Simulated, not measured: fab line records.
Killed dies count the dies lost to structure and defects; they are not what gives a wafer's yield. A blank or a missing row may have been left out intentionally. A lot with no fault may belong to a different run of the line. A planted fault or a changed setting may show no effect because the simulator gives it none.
Which tool was responsible? ; flow gf180mcu ; 36 wafers from 12 lots sampled at 7 of the route's 602 steps

## WHAT EACH GAUGE READ, for each wafer
GF_PSD_TW_MEAS_11.
lot;measured;on;PSD_TW
L386;day 14 22:10;film metro-02;3171 3175 3160
L387;day 15 03:42;film metro-01;3184 3188 3173
L388;day 16 00:26;film metro-02;3134 3135 3147
L389;day 16 01:20;film metro-04;3197 3182 3184
L390;day 16 14:01;film metro-01;3203 3213 3205
L392;day 17 13:15;film metro-01;3196 3188 3192
L391;day 17 13:26;film metro-02;3169 3174 3161
L393;day 18 11:02;film metro-02;3166 3192 3171
L394;day 18 11:38;film metro-02;3199 3167 3180
L398;day 19 19:09;film metro-01;3079 3196 3082
L405;day 21 17:56;film metro-01;3217 3198 3187
L407;day 22 09:12;film metro-01;3210 3199 3197

GF_PSD_RS_MEAS_15: measures by four-point-probe.
lot;measured;on;PSD_RS (ohm/sq)
L386;day 14 22:30;film metro-01;108.68 107.92 108.92
L387;day 15 04:01;film metro-01;108.65 108.35 108.77
L388;day 16 00:46;film metro-01;108.59 108.53 108.35
L389;day 16 01:39;film metro-01;108.70 108.89 108.52
L390;day 16 14:21;film metro-01;108.11 108.54 108.12
L392;day 17 13:37;film metro-04;108.55 108.46 108.46
L391;day 17 13:45;film metro-01;108.80 108.62 108.88
L393;day 18 11:22;film metro-04;108.69 108.94 108.60
L394;day 18 11:58;film metro-04;108.67 108.48 108.54
L398;day 19 19:28;film metro-02;117.10 109.03 116.99
L405;day 21 18:16;film metro-02;108.73 108.66 108.33
L407;day 22 09:32;film metro-01;108.57 108.50 108.70

GF_V3_THK_MEAS_01.
lot;measured;on;V3_CVD_00_THK (nm)
L386;day 22 05:13;film metro-01;605 601 609
L387;day 22 09:55;film metro-04;599 598 598
L388;day 23 08:10;film metro-01;591 603 599
L389;day 23 09:02;film metro-01;593 606 594
L390;day 23 22:01;film metro-03;594 594 596
L392;day 24 20:13;film metro-01;610 619 608
L391;day 24 20:31;film metro-03;601 609 611
L393;day 25 17:06;film metro-03;591 600 595
L394;day 25 17:22;film metro-01;600 601 600
L398;day 26 20:05;film metro-04;596 600 597
L405;day 28 11:47;film metro-04;594 610 611
L407;day 28 23:46;film metro-01;607 603 597

GF_V3_THK_MEAS_03.
lot;measured;on;V3_CVD_02_THK (nm)
L386;day 22 05:21;film metro-04;855 848 861
L387;day 22 10:03;film metro-01;828 851 854
L388;day 23 08:17;film metro-03;831 848 851
L389;day 23 09:11;film metro-04;836 847 860
L390;day 23 22:08;film metro-01;850 845 863
L392;day 24 20:20;film metro-04;859 837 856
L391;day 24 20:39;film metro-01;836 833 846
L393;day 25 17:16;film metro-04;849 855 840
L394;day 25 17:29;film metro-01;855 864 849
L398;day 26 20:13;film metro-04;841 854 863
L405;day 28 11:55;film metro-01;847 836 859
L407;day 28 23:53;film metro-04;848 858 855

GF_V3_BOW_MEAS_05.
lot;measured;on;V3_BOW (um)
L386;day 22 05:44;film metro-01;124 129 117
L387;day 22 10:25;film metro-03;127 117 127
L388;day 23 08:40;film metro-03;124 127 121
L389;day 23 09:33;film metro-03;120 113 121
L390;day 23 22:31;film metro-01;118 121 114
L392;day 24 20:42;film metro-03;112 123 103
L391;day 24 21:01;film metro-03;121 125 120
L393;day 25 17:38;film metro-03;107 107 121
L394;day 25 17:53;film metro-01;123 124 119
L398;day 26 20:35;film metro-03;120 122 104
L405;day 28 12:35;film metro-03;131 123 118
L407;day 29 00:16;film metro-03;116 121 121

## WHICH TOOL RAN EACH LOT (tool, then ch and the chambers of the sampled wafers, then the start)
lot;GF_PSD_IMPLANT_09;GF_PSD_STRIP_10
L386;implanter-03 ch 0, day 14 21:57;plasma asher-03 ch 0,1, day 14 22:05
L387;implanter-04 ch 0, day 15 03:27;plasma asher-03 ch 0,1, day 15 03:36
L388;implanter-02 ch 0, day 16 00:13;plasma asher-04 ch 0,1, day 16 00:20
L389;implanter-04 ch 0, day 16 01:05;plasma asher-02 ch 0,1, day 16 01:14
L390;implanter-03 ch 0, day 16 13:48;plasma asher-04 ch 0,1, day 16 13:56
L392;implanter-02 ch 0, day 17 13:00;plasma asher-02 ch 0,1, day 17 13:09
L391;implanter-03 ch 0, day 17 13:11;plasma asher-04 ch 0,1, day 17 13:20
L393;implanter-04 ch 0, day 18 10:49;plasma asher-03 ch 0,1, day 18 10:56
L394;implanter-03 ch 0, day 18 11:26;plasma asher-04 ch 0,1, day 18 11:32
L398;implanter-04 ch 0, day 19 18:54;plasma asher-04 ch 0,1, day 19 19:03
L405;implanter-02 ch 0, day 21 17:43;plasma asher-04 ch 0,1, day 21 17:50
L407;implanter-02 ch 0, day 22 08:59;plasma asher-04 ch 0,1, day 22 09:07
- GF_PSD_IMPLANT_09
- GF_PSD_STRIP_10: strips in O2/N2.

## AS READ BY THE TOOLS THEMSELVES (means over the sampled wafers that have a number; for cases with no such wafer, the mark the record gives instead)
GF_PSD_IMPLANT_09.
lot;tool;beam on s (s);faraday current uA
L386;implanter-03;9.91;8329
L387;implanter-04;10.05;8223
L388;implanter-02;10.08;8199
L389;implanter-04;9.84;8403
L390;implanter-03;10.04;8217
L392;implanter-02;9.95;8304
L391;implanter-03;10.12;8166
L393;implanter-04;9.81;8390
L394;implanter-03;9.98;8258
L398;implanter-04;8.93;9295
L405;implanter-02;10.14;8142
L407;implanter-02;10.02;8253

GF_PSD_STRIP_10.
lot;tool;drypump motor current A (A);heater power w (W);oes product au (a.u.);strip time to endpoint s (s)
L386;plasma asher-03;5.4;341;0.591;16.57
L387;plasma asher-03;5.4;346;0.592;16.48
L388;plasma asher-04;5.6;290;0.591;16.54
L389;plasma asher-02;6.1;349;0.594;16.50
L390;plasma asher-04;5.5;307;0.586;16.44
L392;plasma asher-02;6.1;349;0.584;16.42
L391;plasma asher-04;5.6;289;0.593;16.52
L393;plasma asher-03;5.2;326;0.588;16.55
L394;plasma asher-04;5.5;308;0.586;16.49
L398;plasma asher-04;5.6;278;0.599;16.14
L405;plasma asher-04;5.6;278;0.589;16.56
L407;plasma asher-04;5.6;281;0.592;16.52

## THE ANSWER, worked out from the rows above alone
Rule: the lots themselves supply what counts as usual. Put in order of their means at a reading, lots are off if they are a third of the lots or fewer, leave a main group of 4 or more, and stand apart from it by a gap of 3 or more times the standard deviation of the main group's means; of several such gaps the widest counts. If all means in a main group match to the digits the tables above print for the reading, that group is not used. Also off: a lot with no number at a reading for which 4 or more lots have one. All remaining lots with rows at the step are treated as sound. The gauges are gone through in route order, then the tools' own readings, and for those a lot's mean is taken as printed above. At the first step where some lot is off, the reading lying furthest off is the one used; lots without a number count as furthest.
Off: L398, at GF_PSD_RS_MEAS_15 (PSD_RS). The main group: mean 108.57 ohm/sq, standard deviation 0.14.
If a tool, at a process step before that reading, ran all the lots that are off and no sound lot after the first of them, it fits. Not tried: the gauges at GF_PSD_RS_MEAS_15; whatever is off there is also off at GF_PSD_IMPLANT_09, on other tools, and gauge error can't account for it. One fits: GF_PSD_IMPLANT_09 on implanter-04. Its last sound lot is L393 (day 18 10:49), its first lot that is off L398 (day 19 18:54): a fault that began between those two fits.
The tool's own readings at GF_PSD_IMPLANT_09 bear it out: on the lots that are off they differ by more than 5 times the standard deviation of the sound lots' means. beam on s reads 8.93 s there against 9.99 s on the sound lots; faraday current uA reads 9295 there against 8262 on the sound lots.

## WHAT WAS PUT IN BY THE SIMULATOR
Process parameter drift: implanter-04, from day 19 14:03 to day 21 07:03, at GF_PSD_IMPLANT_09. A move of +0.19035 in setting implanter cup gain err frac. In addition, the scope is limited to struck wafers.
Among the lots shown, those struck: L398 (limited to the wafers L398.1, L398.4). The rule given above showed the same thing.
